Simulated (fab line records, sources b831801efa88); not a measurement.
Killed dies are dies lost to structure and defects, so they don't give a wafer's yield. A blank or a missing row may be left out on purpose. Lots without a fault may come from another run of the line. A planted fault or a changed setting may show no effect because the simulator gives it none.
Which tool did it? | flow sky130 | 12 lots, 36 wafers sampled, at 5 steps of a route of 708

WHAT THE GAUGES READ, wafer by wafer
The record holds no reading of a measuring or inspecting step that can be judged against a usual standard deviation.

WHICH TOOL RAN EACH LOT (tool, then ch and the chambers of the sampled wafers, then the start)
lot  | SKY_VIA1_ETCH_14                   | SKY_VIA1_ETCH_15                   | SKY_METAL2_SPUTTER_00        | SKY_METAL2_SPUTTER_01        | SKY_PAD_OPEN_PROBE_99
L367 | rie_diel-03 ch 2,3, day 34 08:23   | rie_diel-03 ch 2,3, day 34 08:26   | pvd_sputter-01, day 34 09:45 | pvd_sputter-01, day 34 09:46 | prober-01, day 46 02:49
L369 | rie_diel-03 ch 0,2, day 35 07:22   | rie_diel-03 ch 0,2, day 35 07:24   | pvd_sputter-03, day 35 08:47 | pvd_sputter-03, day 35 08:48 | prober-01, day 46 20:41
L370 | rie_diel-04 ch 0,3, day 35 16:28   | rie_diel-04 ch 0,3, day 35 16:30   | pvd_sputter-03, day 35 17:47 | pvd_sputter-03, day 35 17:48 | prober-02, day 47 01:40
L371 | rie_diel-03 ch 0,1,3, day 35 17:07 | rie_diel-03 ch 0,1,3, day 35 17:09 | pvd_sputter-04, day 35 18:25 | pvd_sputter-04, day 35 18:26 | prober-01, day 47 04:26
L372 | rie_diel-04 ch 0,1, day 36 06:25   | rie_diel-04 ch 0,1, day 36 06:27   | pvd_sputter-04, day 36 07:44 | pvd_sputter-04, day 36 07:46 | prober-02, day 47 14:31
L376 | rie_diel-04 ch 1,3, day 37 17:48   | rie_diel-04 ch 1,3, day 37 17:52   | pvd_sputter-01, day 37 19:10 | pvd_sputter-01, day 37 19:11 | prober-02, day 48 15:20
L377 | rie_diel-04 ch 2,3, day 37 20:44   | rie_diel-04 ch 2,3, day 37 20:46   | pvd_sputter-03, day 37 22:02 | pvd_sputter-03, day 37 22:04 | prober-01, day 48 17:30
L378 | rie_diel-02 ch 1,2, day 38 02:05   | rie_diel-02 ch 1,2, day 38 02:07   | pvd_sputter-03, day 38 03:23 | pvd_sputter-03, day 38 03:25 | prober-02, day 48 20:23
L381 | rie_diel-04 ch 1,2,3, day 39 01:08 | rie_diel-04 ch 1,2,3, day 39 01:11 | pvd_sputter-03, day 39 02:27 | pvd_sputter-03, day 39 02:29 | prober-01, day 49 15:10
L386 | rie_diel-02 ch 0,3, day 40 08:11   | rie_diel-02 ch 0,3, day 40 08:13   | pvd_sputter-04, day 40 09:29 | pvd_sputter-04, day 40 09:31 | prober-02, day 50 11:57
L387 | rie_diel-02 ch 0,1,2, day 40 17:26 | rie_diel-02 ch 0,1,2, day 40 17:28 | pvd_sputter-03, day 40 18:44 | pvd_sputter-03, day 40 18:46 | prober-02, day 50 16:56
L388 | rie_diel-02 ch 0,1,3, day 40 23:55 | rie_diel-02 ch 0,1,3, day 40 23:57 | pvd_sputter-01, day 41 01:19 | pvd_sputter-01, day 41 01:20 | prober-01, day 50 22:40
- SKY_VIA1_ETCH_14: etches BARC in N2/H2, stops on SiO2, time 45.9 s, target depth 60 nm.
- SKY_VIA1_ETCH_15: etches SiO2 in C4F8/O2/Ar, stops on TiN, target depth 351 nm, time 54 s.
- SKY_METAL2_SPUTTER_00: material Ti, target thk 15 nm, time 9.73 s.
- SKY_METAL2_SPUTTER_01: material TiN, target thk 20 nm, time 16.7 s.
- SKY_PAD_OPEN_PROBE_99

WHAT THE TOOLS THEMSELVES READ (means of the sampled wafers that have a number; where no wafer has one, the mark that the record gives instead)
SKY_VIA1_ETCH_14. Usual: drypump_motor_current_A 5.8 A, standard deviation 0.37; h2_flow_sccm 200.0 sccm, standard deviation 0.55; oes_product_au 0.855 a.u., standard deviation 0.0044; run_length_s 74.2 s, standard deviation 0.52; throttle_valve_pct 13.225 %, standard deviation 0.0089.
lot  | tool        | drypump_motor_current_A (A) | h2_flow_sccm (sccm) | oes_product_au (a.u.) | run_length_s (s) | throttle_valve_pct (%) | flag
L367 | rie_diel-03 | 5.6                         | 200.6               | 0.855                 | 74.0             | 13.228                 |
L369 | rie_diel-03 | 5.6                         | 199.9               | 0.854                 | 73.9             | 13.226                 |
L370 | rie_diel-04 | 5.5                         | 200.4               | 0.858                 | 74.7             | 13.217                 |
L371 | rie_diel-03 | 5.9                         | 200.3               | 0.854                 | 74.3             | 13.224                 |
L372 | rie_diel-04 | 5.3                         | 199.5               | 0.860                 | 74.5             | 13.225                 |
L376 | rie_diel-04 | 6.1                         | 199.6               | 0.856                 | 73.9             | 13.226                 |
L377 | rie_diel-04 | 6.1                         | 200.0               | 0.852                 | 74.0             | 13.221                 |
L378 | rie_diel-02 | 5.8                         | 199.2               | 0.857                 | 73.9             | 13.220                 |
L381 | rie_diel-04 | 6.1                         | 200.0               | 0.853                 | 74.1             | 13.232                 |
L386 | rie_diel-02 | 5.5                         | 200.2               | 0.858                 | 74.1             | 13.222                 |
L387 | rie_diel-02 | 5.7                         | 199.9               | 0.856                 | 74.3             | 13.211                 |
L388 | rie_diel-02 | 5.7                         | 200.0               | 0.861                 | 74.0             | 13.222                 |

SKY_VIA1_ETCH_15. Usual: oes_product_au 0.980 a.u., standard deviation 0.0065; run_length_s 82.4 s, standard deviation 0.49.
lot  | tool        | oes_product_au (a.u.) | run_length_s (s) | flag
L367 | rie_diel-03 | 0.984                 | 82.4             |
L369 | rie_diel-03 | 0.975                 | 82.1             |
L370 | rie_diel-04 | 0.976                 | 83.1             |
L371 | rie_diel-03 | 0.980                 | 82.5             |
L372 | rie_diel-04 | 0.984                 | 82.8             |
L376 | rie_diel-04 | 0.983                 | 82.3             |
L377 | rie_diel-04 | 0.947                 | 86.1             | OFF
L378 | rie_diel-02 | 0.985                 | 82.0             |
L381 | rie_diel-04 | 0.941                 | 85.8             | OFF
L386 | rie_diel-02 | 0.983                 | 82.6             |
L387 | rie_diel-02 | 0.980                 | 82.2             |
L388 | rie_diel-02 | 0.983                 | 82.0             |

SKY_METAL2_SPUTTER_00. Usual: throttle_valve_pct 30.5 %, standard deviation 1.2.
lot  | tool           | throttle_valve_pct (%) | flag
L367 | pvd_sputter-01 | 30.4                   |
L369 | pvd_sputter-03 | 30.6                   |
L370 | pvd_sputter-03 | 30.9                   |
L371 | pvd_sputter-04 | 31.8                   |
L372 | pvd_sputter-04 | 29.2                   |
L376 | pvd_sputter-01 | 29.6                   |
L377 | pvd_sputter-03 | 30.7                   |
L378 | pvd_sputter-03 | 30.9                   |
L381 | pvd_sputter-03 | 30.5                   |
L386 | pvd_sputter-04 | 30.1                   |
L387 | pvd_sputter-03 | 30.7                   |
L388 | pvd_sputter-01 | 29.8                   |

SKY_METAL2_SPUTTER_01. Usual: throttle_valve_pct 30.5 %, standard deviation 1.2.
lot  | tool           | throttle_valve_pct (%) | flag
L367 | pvd_sputter-01 | 30.5                   |
L369 | pvd_sputter-03 | 30.5                   |
L370 | pvd_sputter-03 | 30.6                   |
L371 | pvd_sputter-04 | 32.1                   |
L372 | pvd_sputter-04 | 29.0                   |
L376 | pvd_sputter-01 | 29.7                   |
L377 | pvd_sputter-03 | 30.7                   |
L378 | pvd_sputter-03 | 30.8                   |
L381 | pvd_sputter-03 | 30.4                   |
L386 | pvd_sputter-04 | 30.2                   |
L387 | pvd_sputter-03 | 30.7                   |
L388 | pvd_sputter-01 | 29.6                   |

SKY_PAD_OPEN_PROBE_99. Usual: defect_limited_yield 82.8 %, standard deviation 1.8; killed_at_M0_to_M3 43, standard deviation 6.3; killed_at_M4_up 3.1, standard deviation 1.9; killed_at_contacts 24, standard deviation 5.1; killed_at_front_end 14, standard deviation 4.3; killed_at_other 0.3, standard deviation 0.53; killed_dies 85, standard deviation 8.8; killed_open 46, standard deviation 7.1; killed_short 38, standard deviation 5.9; sort_bin_3_pad_short 0.8 %, standard deviation 0.41; sort_bin_5_function 10.4 %, standard deviation 1.5; sort_bin_6_memory 6.1 %, standard deviation 1.1; sort_n_pass 407, standard deviation 8.8; sort_yield_pct 82.8 %, standard deviation 1.8.
lot  | tool      | defect_limited_yield (%) | killed_at_M0_to_M3 | killed_at_M4_up | killed_at_contacts | killed_at_front_end | killed_at_other | killed_dies | killed_open | killed_short | sort_bin_3_pad_short (%) | sort_bin_5_function (%) | sort_bin_6_memory (%) | sort_n_pass | sort_yield_pct (%) | flag
L367 | prober-01 | 82.9                     | 45                 | 5.3             | 21                 | 13                  | 0.0             | 84          | 48          | 36           | 0.7                      | 10.4                    | 6.0                   | 408         | 82.9               |
L369 | prober-01 | 83.3                     | 39                 | 4.0             | 24                 | 15                  | 0.0             | 82          | 42          | 40           | 0.8                      | 10.9                    | 5.0                   | 410         | 83.3               |
L370 | prober-02 | 81.7                     | 48                 | 1.3             | 28                 | 13                  | 0.0             | 90          | 47          | 43           | 0.8                      | 10.2                    | 7.3                   | 402         | 81.7               |
L371 | prober-01 | 85.4                     | 37                 | 1.3             | 21                 | 12                  | 0.3             | 72          | 42          | 30           | 0.8                      | 8.6                     | 5.2                   | 420         | 85.4               |
L372 | prober-02 | 81.7                     | 49                 | 3.7             | 24                 | 13                  | 0.0             | 90          | 52          | 38           | 1.2                      | 11.1                    | 6.0                   | 402         | 81.7               |
L376 | prober-02 | 81.2                     | 46                 | 4.7             | 22                 | 20                  | 0.3             | 92          | 48          | 44           | 0.9                      | 11.3                    | 6.6                   | 400         | 81.2               |
L377 | prober-01 | 82.8                     | 43                 | 2.7             | 22                 | 17                  | 0.3             | 85          | 42          | 42           | 0.7                      | 10.7                    | 5.8                   | 407         | 82.8               |
L378 | prober-02 | 83.4                     | 42                 | 2.7             | 24                 | 13                  | 0.0             | 82          | 43          | 37           | 0.5                      | 10.6                    | 5.5                   | 410         | 83.4               |
L381 | prober-01 | 84.1                     | 40                 | 2.7             | 21                 | 15                  | 0.0             | 78          | 40          | 38           | 0.4                      | 9.6                     | 5.8                   | 414         | 84.1               |
L386 | prober-02 | 82.3                     | 42                 | 1.7             | 33                 | 10                  | 0.7             | 87          | 44          | 42           | 0.7                      | 9.8                     | 7.2                   | 405         | 82.3               |
L387 | prober-02 | 81.3                     | 48                 | 1.7             | 25                 | 16                  | 0.3             | 92          | 50          | 42           | 0.8                      | 11.7                    | 6.2                   | 400         | 81.3               |
L388 | prober-01 | 82.8                     | 45                 | 2.7             | 22                 | 15                  | 0.0             | 85          | 49          | 36           | 0.8                      | 11.1                    | 5.4                   | 407         | 82.8               |

THE ANSWER, worked out from the rows above alone
Rule: a lot is off if the mean of its wafers that have a number lies more than 3 standard deviations from the usual mean. A lot without any number at a reading at which 4 lots or more have one is off too. The other lots that the step has rows for count as sound. The gauges are gone through in route order, then the tools' own readings, and for those a lot's mean is taken as printed above. The first step at which some lot is off is used, and at that step the reading that is off furthest; a lot without a number counts as furthest.
Off: L377, L381, at SKY_VIA1_ETCH_15 (run_length_s).
A tool fits if, at that step or a process step before it, it ran every lot that is off, and no sound lot after the first of them. One fits: rie_diel-04 at SKY_VIA1_ETCH_14 and SKY_VIA1_ETCH_15. At SKY_VIA1_ETCH_14 its last sound lot is L376 (day 37 17:48), its first lot that is off L377 (day 37 20:44): a fault that began between those two fits.

WHAT THE SIMULATOR HAD PUT IN
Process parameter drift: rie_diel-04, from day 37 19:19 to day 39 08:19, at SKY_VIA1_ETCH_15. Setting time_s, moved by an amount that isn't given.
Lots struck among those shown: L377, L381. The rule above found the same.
